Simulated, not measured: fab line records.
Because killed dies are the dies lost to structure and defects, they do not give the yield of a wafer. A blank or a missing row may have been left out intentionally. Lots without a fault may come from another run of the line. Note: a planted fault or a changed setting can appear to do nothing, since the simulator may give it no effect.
Which of the tools did it? || flow sky130 || 14 lots with 42 wafers sampled at 2 steps, on a route of 708 steps

WHAT THE GAUGES SHOWED, per wafer
SKY_NWELL_RS_MEAS_29: a four-point-probe measurement. Usual: for NWELL_RS the level is 623.8 ohm/sq and the standard deviation is 1.6.
{"lot": "L523", "measured": "day 5 12:03", "on": "film_metro-02", "NWELL_RS (ohm/sq)": "622.0 623.7 620.8", "flag": ""}
{"lot": "L524", "measured": "day 5 21:54", "on": "film_metro-01", "NWELL_RS (ohm/sq)": "625.5 624.8 626.0", "flag": ""}
{"lot": "L527", "measured": "day 6 17:18", "on": "film_metro-03", "NWELL_RS (ohm/sq)": "623.4 624.0 622.4", "flag": ""}
{"lot": "L528", "measured": "day 6 21:46", "on": "film_metro-03", "NWELL_RS (ohm/sq)": "624.5 624.1 623.5", "flag": ""}
{"lot": "L529", "measured": "day 7 05:36", "on": "film_metro-01", "NWELL_RS (ohm/sq)": "625.8 624.3 624.5", "flag": ""}
{"lot": "L530", "measured": "day 7 08:35", "on": "film_metro-02", "NWELL_RS (ohm/sq)": "623.5 621.6 621.5", "flag": ""}
{"lot": "L531", "measured": "day 7 15:27", "on": "film_metro-03", "NWELL_RS (ohm/sq)": "624.7 624.4 624.9", "flag": ""}
{"lot": "L532", "measured": "day 7 17:43", "on": "film_metro-02", "NWELL_RS (ohm/sq)": "621.2 621.8 621.5", "flag": ""}
{"lot": "L537", "measured": "day 9 06:20", "on": "film_metro-03", "NWELL_RS (ohm/sq)": "625.8 625.4 624.5", "flag": ""}
{"lot": "L540", "measured": "day 9 21:28", "on": "film_metro-01", "NWELL_RS (ohm/sq)": "605.3 603.3 602.9", "flag": "OFF"}
{"lot": "L542", "measured": "day 10 08:05", "on": "film_metro-01", "NWELL_RS (ohm/sq)": "606.0 607.5 604.6", "flag": "OFF"}
{"lot": "L543", "measured": "day 10 13:37", "on": "film_metro-03", "NWELL_RS (ohm/sq)": "623.2 622.6 623.8", "flag": ""}
{"lot": "L544", "measured": "day 10 18:42", "on": "film_metro-03", "NWELL_RS (ohm/sq)": "621.7 622.6 623.6", "flag": ""}
{"lot": "L545", "measured": "day 11 04:46", "on": "film_metro-01", "NWELL_RS (ohm/sq)": "626.3 624.1 624.8", "flag": ""}

EACH LOT AND THE TOOL THAT RAN IT (in order: tool; ch and the chambers of the sampled wafers; start)
{"lot": "L523", "SKY_NWELL_IMPLANT_13": "implanter-03 ch 0, day 4 17:35"}
{"lot": "L524", "SKY_NWELL_IMPLANT_13": "implanter-03 ch 0, day 5 03:35"}
{"lot": "L527", "SKY_NWELL_IMPLANT_13": "implanter-04 ch 0, day 5 21:32"}
{"lot": "L528", "SKY_NWELL_IMPLANT_13": "implanter-03 ch 0, day 6 01:58"}
{"lot": "L529", "SKY_NWELL_IMPLANT_13": "implanter-04 ch 0, day 6 09:37"}
{"lot": "L530", "SKY_NWELL_IMPLANT_13": "implanter-04 ch 0, day 6 11:52"}
{"lot": "L531", "SKY_NWELL_IMPLANT_13": "implanter-02 ch 0, day 6 18:47"}
{"lot": "L532", "SKY_NWELL_IMPLANT_13": "implanter-02 ch 0, day 6 21:40"}
{"lot": "L537", "SKY_NWELL_IMPLANT_13": "implanter-03 ch 0, day 8 09:01"}
{"lot": "L540", "SKY_NWELL_IMPLANT_13": "implanter-04 ch 0, day 8 23:23"}
{"lot": "L542", "SKY_NWELL_IMPLANT_13": "implanter-03 ch 0, day 9 09:37"}
{"lot": "L543", "SKY_NWELL_IMPLANT_13": "implanter-03 ch 0, day 9 14:41"}
{"lot": "L544", "SKY_NWELL_IMPLANT_13": "implanter-03 ch 0, day 9 20:08"}
{"lot": "L545", "SKY_NWELL_IMPLANT_13": "implanter-03 ch 0, day 10 04:35"}
- SKY_NWELL_IMPLANT_13

AS READ BY THE TOOLS THEMSELVES (means over the sampled wafers that have a number; for cases with no such wafer, the mark the record gives instead)
The record holds no such reading with a usual standard deviation.

THE ANSWER, worked out from the rows above alone
Rule: lot off if the mean of its wafers having a number is beyond 3 standard deviations from the usual mean. Also off: a lot with no number at a reading for which 4 or more lots have one. Any other lot the step has rows for is counted as sound. Order of review: gauges by route order, followed by the tools' own readings, for which a lot's mean as printed above is used. At the first step where some lot is off, the reading lying furthest off is the one used; lots without a number count as furthest.
Off: at SKY_NWELL_RS_MEAS_29 (NWELL_RS), L540, L542.
A tool fits if, at a process step before that reading, it ran every lot that is off, and no sound lot after the first of them. The gauges at SKY_NWELL_RS_MEAS_29 are tried like those tools. No candidate that was tried fits.

WHAT THE SIMULATOR PUT IN
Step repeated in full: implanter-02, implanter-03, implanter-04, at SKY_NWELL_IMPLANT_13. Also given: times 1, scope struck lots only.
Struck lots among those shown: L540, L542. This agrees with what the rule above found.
